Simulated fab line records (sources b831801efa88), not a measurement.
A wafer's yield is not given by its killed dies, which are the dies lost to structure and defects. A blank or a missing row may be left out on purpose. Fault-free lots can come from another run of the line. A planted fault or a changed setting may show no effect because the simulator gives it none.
Split-lot study	flow sfqLine	5 lots, 23 wafers read, on a route of 325 steps

== ON THE SPLIT ==
At SFQ_TRILAYER_I3_VIA_LITHO_COAT_085 (resist thk 650 nm), the setting spinRpm was moved away from the recipe's 3000 rpm on 9 of the 23 wafers read, by -4.8% to +5.3%. For the rest of the wafers, this setting stayed at what the recipe calls for.

The reading is taken at the split's own step.

== THE READING ==
KrF_of_TRILAYER_I3_VIA_LITHO_COAT_085.thkNm (the simulator's own value, which no gauge read), in nm, at SFQ_TRILAYER_I3_VIA_LITHO_COAT_085 (resist thk 650 nm). There is no usual value for it anywhere in the file. Here, 14 wafers ran the recipe; their average is 647.0 nm with a standard deviation of 2.1 nm.

wafer	tool, chamber at the split	spinRpm as run, rpm	against the recipe	KrF_of_TRILAYER_I3_VIA_LITHO_COAT_085.thkNm, nm	against lot-mates on the recipe
L074.1	lithoTrack-03, 0	3159	+5.3%	634.2	-15.6
L074.2	lithoTrack-03, 0	3159	+5.3%	634.9	-14.9
L074.4	lithoTrack-03, 0	3000	recipe	648.4	-
L074.5	lithoTrack-03, 0	3000	recipe	649.8	-
L074.6	lithoTrack-03, 0	3000	recipe	651.1	-
L075.1	lithoTrack-04, 0	2857	-4.8%	662.1	+16.2
L075.2	lithoTrack-04, 0	3000	recipe	646.2	-
L075.3	lithoTrack-04, 0	2857	-4.8%	664.5	+18.6
L075.4	lithoTrack-04, 0	2857	-4.8%	663	+17.1
L075.5	lithoTrack-04, 0	3000	recipe	645.5	-
L076.2	lithoTrack-02, 0	2901	-3.3%	655.5	+11.6
L076.3	lithoTrack-02, 0	3000	recipe	644.9	-
L076.4	lithoTrack-02, 0	3000	recipe	643.2	-
L076.5	lithoTrack-02, 0	2901	-3.3%	655.9	+12.0
L076.6	lithoTrack-02, 0	3000	recipe	643.7	-
L078.1	lithoTrack-02, 0	3000	recipe	647.4	-
L078.4	lithoTrack-02, 0	3000	recipe	646.7	-
L078.5	lithoTrack-02, 0	3000	recipe	647.6	-
L083.1	lithoTrack-04, 0	3000	recipe	647.5	-
L083.2	lithoTrack-04, 0	3000	recipe	647.7	-
L083.3	lithoTrack-04, 0	2930	-2.3%	656.1	+8.2
L083.4	lithoTrack-04, 0	2930	-2.3%	654.1	+6.2
L083.5	lithoTrack-04, 0	3000	recipe	648.4	-

THE FIT
A straight line over all 23 wafers: KrF_of_TRILAYER_I3_VIA_LITHO_COAT_085.thkNm changes by -2.86 nm for each +1% of spinRpm; r = -0.96; the points scatter about the line by 2.2 nm.
The same after taking each lot's own level away (the mean of its wafers on the recipe; 23 wafers): -3.27 nm for each +1%; r = -0.99; scatter 1.1 nm.
According to that fit, moving spinRpm by its largest amount changes the reading by 17 nm.
The span of the lots' own levels, 643.93 to 649.77 nm, comes to 2.8 times the standard deviation stated above.
Hence the slope depends on the lot-to-lot level, as the two fits are not the same.
Check: with one of the wafers moved furthest among these (+5.3%) left out of the fit, the line predicts -17.4 nm for it against its lot-mates. Against them it came out at -15.6 nm.

== OTHER SPLITS ON THESE WAFERS ==
Before the reading, these wafers also passed through other splits. Each is held against what the fit with the lots' levels taken away leaves over:
other split on the same wafers	wafers away from the commonest value	r with KrF_of_TRILAYER_I3_VIA_LITHO_COAT_085.thkNm (lot level and that fit taken away)
SFQ_TRILAYER_I2_VIA_BARC_OPEN_VIA_ETCH_096 timeS	5	-0.11
SFQ_TRILAYER_M3_LITHO_PEB_078 pebTempC	8	+0.03
SFQ_TRILAYER_M3_BARC_OPEN_METAL_ETCH_100 timeS	6	-0.33

== FILE'S OWN FIT ==
KrF_of_TRILAYER_I3_VIA_LITHO_COAT_085.thkNm changes by -3.26 nm for each +1% of spinRpm, r = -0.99.
